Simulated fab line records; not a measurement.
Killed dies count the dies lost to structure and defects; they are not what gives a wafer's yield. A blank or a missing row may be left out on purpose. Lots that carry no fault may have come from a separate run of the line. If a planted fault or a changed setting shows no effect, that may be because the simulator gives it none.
Which tool is to blame? | flow gf180mcu | Sampling: 11 lots, 33 wafers, 5 of 602 route steps

## WHAT THE GAUGES SHOWED, per wafer
GF_V2_CD_MEAS_14: the cd target is 260 nm. Usual: cdNm reads 259.8 nm (standard deviation 1.1).
lot  | measured     | on       | cdNm (nm)         | flag
L597 | day 20 11:11 | cdSem-02 | 259.7 259.3 259.5 | 
L598 | day 20 20:09 | cdSem-02 | 260.0 261.2 261.0 | 
L605 | day 23 09:29 | cdSem-02 | 259.9 258.5 258.8 | 
L607 | day 23 22:43 | cdSem-02 | 259.0 260.0 259.3 | 
L611 | day 25 22:24 | cdSem-01 | 259.2 260.3 258.8 | 
L612 | day 25 23:44 | cdSem-01 | 260.3 259.8 260.1 | 
L613 | day 26 00:54 | cdSem-01 | 257.4 259.7 258.7 | 
L614 | day 26 11:10 | cdSem-01 | 258.6 257.7 258.3 | 
L616 | day 26 23:58 | cdSem-01 | 260.4 260.3 260.5 | 
L617 | day 27 11:30 | cdSem-01 | 259.1 259.7 259.4 | 
L619 | day 28 02:14 | cdSem-01 | 259.8 258.6 260.7 | 

GF_V3_THK_MEAS_01. Usual: V3_CVD_00_THK typically reads 597 nm, with standard deviation 5.6.
lot  | measured     | on           | V3_CVD_00_THK (nm) | flag
L597 | day 21 13:45 | filmMetro-04 | 596 595 596        | 
L598 | day 21 22:14 | filmMetro-03 | 606 608 596        | 
L605 | day 24 10:20 | filmMetro-04 | 594 606 608        | 
L607 | day 24 23:33 | filmMetro-02 | 599 595 594        | 
L611 | day 26 19:53 | filmMetro-02 | 596 593 605        | 
L612 | day 26 21:12 | filmMetro-04 | 596 592 588        | 
L613 | day 26 22:52 | filmMetro-03 | 598 601 606        | 
L614 | day 27 10:43 | filmMetro-03 | 596 599 598        | 
L616 | day 27 22:52 | filmMetro-02 | 606 592 597        | 
L617 | day 28 09:56 | filmMetro-04 | 596 598 596        | 
L619 | day 28 23:59 | filmMetro-03 | 590 589 595        | 

## WHAT TOOL EACH LOT RAN ON (gives the tool, then ch and the chambers of the sampled wafers, and finally the start)
lot  | GF_V2_SPUTTER_22            | GF_M3_METAL_ETCH_16              | GF_M3_STRIP_17
L597 | pvdSputter-03, day 20 12:06 | rieMetal-02 ch 0, day 21 12:59   | plasmaAsher-04 ch 0,1, day 21 13:07
L598 | pvdSputter-03, day 20 20:59 | rieMetal-01 ch 0,1, day 21 21:11 | plasmaAsher-03 ch 0,1, day 21 21:18
L605 | pvdSputter-01, day 23 10:22 | rieMetal-01 ch 0,1, day 24 09:35 | plasmaAsher-03 ch 0,1, day 24 09:43
L607 | pvdSputter-04, day 23 23:36 | rieMetal-01 ch 0,1, day 24 22:47 | plasmaAsher-02 ch 0,1, day 24 22:55
L611 | pvdSputter-03, day 25 23:23 | rieMetal-04 ch 0,1, day 26 19:08 | plasmaAsher-04 ch 0,1, day 26 19:16
L612 | pvdSputter-03, day 26 00:42 | rieMetal-02 ch 0,1, day 26 20:29 | plasmaAsher-03 ch 0,1, day 26 20:36
L613 | pvdSputter-01, day 26 01:52 | rieMetal-02 ch 0,1, day 26 22:08 | plasmaAsher-02 ch 0,1, day 26 22:15
L614 | pvdSputter-03, day 26 12:02 | rieMetal-01 ch 0,1, day 27 09:56 | plasmaAsher-04 ch 0,1, day 27 10:04
L616 | pvdSputter-03, day 27 00:51 | rieMetal-02 ch 0, day 27 21:59   | plasmaAsher-03 ch 0, day 27 22:15
L617 | pvdSputter-04, day 27 12:20 | rieMetal-04 ch 0,1, day 28 09:11 | plasmaAsher-02 ch 0,1, day 28 09:18
L619 | pvdSputter-04, day 28 03:06 | rieMetal-04 ch 0,1, day 28 23:14 | plasmaAsher-02 ch 0,1, day 28 23:22
- GF_V2_SPUTTER_22: material TiN, target thk 10 nm, time 40 s.
- GF_M3_METAL_ETCH_16: etches the open film in Cl2/BCl3, stops on SiO2, target depth 750.8 nm, time 125.1 s.
- GF_M3_STRIP_17: strips in O2/N2.

## WHAT THE TOOLS THEMSELVES READ (means of the sampled wafers that have a number; where no wafer has one, the mark that the record gives instead)
GF_V2_SPUTTER_22. Usual: throttleValvePct reads 29.7 % (standard deviation 0.92).
lot  | tool          | throttleValvePct (%) | flag
L597 | pvdSputter-03 | 29.6                 | 
L598 | pvdSputter-03 | 30.3                 | 
L605 | pvdSputter-01 | 30.6                 | 
L607 | pvdSputter-04 | 29.4                 | 
L611 | pvdSputter-03 | 30.0                 | 
L612 | pvdSputter-03 | 29.6                 | 
L613 | pvdSputter-01 | 30.4                 | 
L614 | pvdSputter-03 | 29.4                 | 
L616 | pvdSputter-03 | 28.9                 | 
L617 | pvdSputter-04 | 29.2                 | 
L619 | pvdSputter-04 | 29.3                 | 

GF_M3_METAL_ETCH_16. Usual: chamberPressureMTorr 8.000 mTorr, standard deviation 0.008; drypumpMotorCurrentA 5.9 A, standard deviation 0.61; oesProductAu 0.988 a.u., standard deviation 0.0059; rfFwdPowerW 796.4 W, standard deviation 2.7; throttleValvePct 28.231 %, standard deviation 0.01.
lot  | tool        | chamberPressureMTorr (mTorr) | drypumpMotorCurrentA (A) | oesProductAu (a.u.) | rfFwdPowerW (W) | throttleValvePct (%) | flag
L597 | rieMetal-02 | 7.993                        | 6.2                      | 0.989               | 797.0           | 28.239               | 
L598 | rieMetal-01 | 7.990                        | 6.2                      | 0.985               | 796.7           | 28.226               | 
L605 | rieMetal-01 | 7.999                        | 5.8                      | 0.987               | 844.3           | 28.230               | OFF
L607 | rieMetal-01 | 7.996                        | 5.8                      | 0.993               | 839.6           | 28.229               | OFF
L611 | rieMetal-04 | 8.002                        | 6.3                      | 0.993               | 794.1           | 28.235               | 
L612 | rieMetal-02 | 8.006                        | 5.8                      | 0.985               | 795.7           | 28.230               | 
L613 | rieMetal-02 | 7.999                        | 5.8                      | 0.985               | 798.0           | 28.240               | 
L614 | rieMetal-01 | 8.005                        | 6.2                      | 0.983               | 793.7           | 28.234               | 
L616 | rieMetal-02 | 7.996                        | 6.2                      | 0.990               | 799.8           | 28.231               | 
L617 | rieMetal-04 | 8.005                        | 6.0                      | 0.996               | 796.7           | 28.232               | 
L619 | rieMetal-04 | 7.999                        | 6.3                      | 0.989               | 794.3           | 28.227               | 

GF_M3_STRIP_17. Usual: chamberPressureMTorr 1499.9 mTorr, standard deviation 1.4; drypumpMotorCurrentA 5.5 A, standard deviation 0.56; heaterPowerW 331 W, standard deviation 37; o2FlowSccm 3000 sccm, standard deviation 8.5; oesProductAu 0.539 a.u., standard deviation 0.0051; stripTimeToEndpointS 7.42 s, standard deviation 0.043.
lot  | tool           | chamberPressureMTorr (mTorr) | drypumpMotorCurrentA (A) | heaterPowerW (W) | o2FlowSccm (sccm) | oesProductAu (a.u.) | stripTimeToEndpointS (s) | flag
L597 | plasmaAsher-04 | 1500.3                       | 5.1                      | 310              | 3004              | 0.537               | 7.43                     | 
L598 | plasmaAsher-03 | 1500.0                       | 6.0                      | 312              | 3004              | 0.540               | 7.42                     | 
L605 | plasmaAsher-03 | 1499.5                       | 6.0                      | 315              | 3002              | 0.533               | 7.26                     | OFF
L607 | plasmaAsher-02 | 1500.2                       | 5.6                      | 371              | 3009              | 0.535               | 7.25                     | OFF
L611 | plasmaAsher-04 | 1499.5                       | 5.5                      | 292              | 3002              | 0.539               | 7.44                     | 
L612 | plasmaAsher-03 | 1499.8                       | 6.0                      | 307              | 3008              | 0.541               | 7.41                     | 
L613 | plasmaAsher-02 | 1500.8                       | 5.6                      | 372              | 3000              | 0.547               | 7.50                     | 
L614 | plasmaAsher-04 | 1499.3                       | 5.5                      | 294              | 3001              | 0.542               | 7.50                     | 
L616 | plasmaAsher-03 | 1500.8                       | 6.0                      | 302              | 2998              | 0.538               | 7.47                     | 
L617 | plasmaAsher-02 | 1499.7                       | 5.6                      | 369              | 2994              | 0.538               | 7.39                     | 
L619 | plasmaAsher-02 | 1499.7                       | 5.6                      | 368              | 3005              | 0.534               | 7.39                     | 

## THE ANSWER, worked out from the rows above alone
Rule: a lot counts as off when the mean over its wafers that have a number is more than 3 standard deviations away from the usual mean. Also off: a lot with no number at a reading for which 4 or more lots have one. All remaining lots with rows at the step are treated as sound. Order of review: gauges by route order, followed by the tools' own readings, for which a lot's mean as printed above is used. The first step at which some lot is off is used, and at that step the reading that is off furthest; a lot without a number counts as furthest.
Off: L605, L607, at GF_M3_METAL_ETCH_16 (rfFwdPowerW).
A tool fits if, at that step or a process step before it, it ran every lot that is off, and no sound lot after the first of them. None of those tried fits.

## WHAT THE SIMULATOR HAD INSERTED
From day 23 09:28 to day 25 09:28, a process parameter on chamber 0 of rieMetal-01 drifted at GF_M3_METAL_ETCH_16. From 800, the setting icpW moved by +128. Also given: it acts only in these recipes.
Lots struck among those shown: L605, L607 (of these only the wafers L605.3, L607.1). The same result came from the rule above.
